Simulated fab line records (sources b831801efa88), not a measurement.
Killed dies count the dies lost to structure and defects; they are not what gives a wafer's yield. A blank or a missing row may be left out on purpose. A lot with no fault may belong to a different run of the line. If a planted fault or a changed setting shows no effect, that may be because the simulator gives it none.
A struck lot beside a sound one | flow sky130 | 15 steps out of a route of 708
Sound: wafers L827.1, L827.4, L827.5. Wafers struck: L833.3, L833.5, L833.6. The cause is given at the end.
Per side, at each step with rows, come the tool, then ch with its chambers, and then its first start. Under that, the readings that differ: sound wafers | struck wafers | difference of the means | sigmas: that difference in standard deviations of wafers without a fault.
alike: same words and numbers on both sides, and readings whose means sit less than 2 such deviations apart. not compared: any withheld reading, any reading some wafer has no value for, any bound like >300 that may hide the same value, and any number with overlapping values for which the record gives no deviation.
Wherever a step has rows on one side only, a row that says differs or no value, or a row with sigmas, the two part there. Numbers that have no deviation but don't overlap get no sigmas and don't part them. A reading that every wafer of one side lacks parts them only if that side has two wafers or more.

SKY_LDD_HVN_OVL_MEAS_07:
  sound: overlay-01 at day 23 05:09; struck: overlay-01 at day 24 20:17
  alike: LDD_HVN_OVL
next, for these wafers, 1 step has no rows: SKY_LDD_HVN_IMPLANT_08.
SKY_LDD_HVN_STRIP_09: strips in O2/N2.
  sound on plasma-asher-04 ch 1, day 23 05:20; struck on plasma-asher-02 ch 0,1, day 24 20:29
  reading                     | sound       | struck      | difference | sigmas
  drypump-motor-current-A (A) | 6.5 6.5 6.5 | 5.3 5.3 5.6 | -1.1       | -2
  alike: chamber-pressure-mTorr, oes-product-au, strip-time-to-endpoint-s
  not compared: rf-hours-counter-h
SKY_LDD_HVN_TW_MEAS_10:
  sound: film-metro-01 at day 23 05:26; struck: film-metro-03 at day 24 20:35
  alike: LDD_HVN_TW
then, 7 steps without rows for these wafers: SKY_LDD_HVP_DEHYDRATE_00 (time 60 s); SKY_LDD_HVP_HMDS_01 (prime time 60 s); SKY_LDD_HVP_COAT_02 (resist thk 300 nm); SKY_LDD_HVP_SOFTBAKE_03 (time 60 s); SKY_LDD_HVP_EXPOSE_04 (exposes mask HVPTM, target cd 700 nm); SKY_LDD_HVP_PEB_05; SKY_LDD_HVP_DEVELOP_06 (develop time 60 s).
SKY_LDD_HVP_OVL_MEAS_07:
  sound: overlay-01 at day 24 11:42; struck: overlay-02 at day 26 00:40
  alike: LDD_HVP_OVL
SKY_LDD_HVP_IMPLANT_08:
  struck on implanter-03, day 26 00:44; sound on implanter-03 ch 0, day 24 11:44
  no value came back on the struck wafers for beam-energy-keV, beam-on-s (s); on the sound wafers beam-energy-keV reads 19.993 20.004 20.008
SKY_LDD_HVP_STRIP_09: strips in O2/N2.
  sound on plasma-asher-01 ch 0,1, day 24 11:53; struck on plasma-asher-01 ch 0,1, day 26 00:52
  alike: chamber-pressure-mTorr, drypump-motor-current-A, oes-product-au, strip-time-to-endpoint-s
  not compared: rf-hours-counter-h
SKY_LDD_HVP_TW_MEAS_10:
  sound: film-metro-04 at day 24 11:59; struck: film-metro-01 at day 26 00:57
  reading    | sound       | struck   | difference | sigmas
  LDD_HVP_TW | 453 453 454 | 29 29 29 | -424       | -99 or more

== WHERE THEY PART ==
Earliest at SKY_LDD_HVN_STRIP_09; latest, in this record, at SKY_LDD_HVP_TW_MEAS_10.

WHY: what had been put in by the simulator
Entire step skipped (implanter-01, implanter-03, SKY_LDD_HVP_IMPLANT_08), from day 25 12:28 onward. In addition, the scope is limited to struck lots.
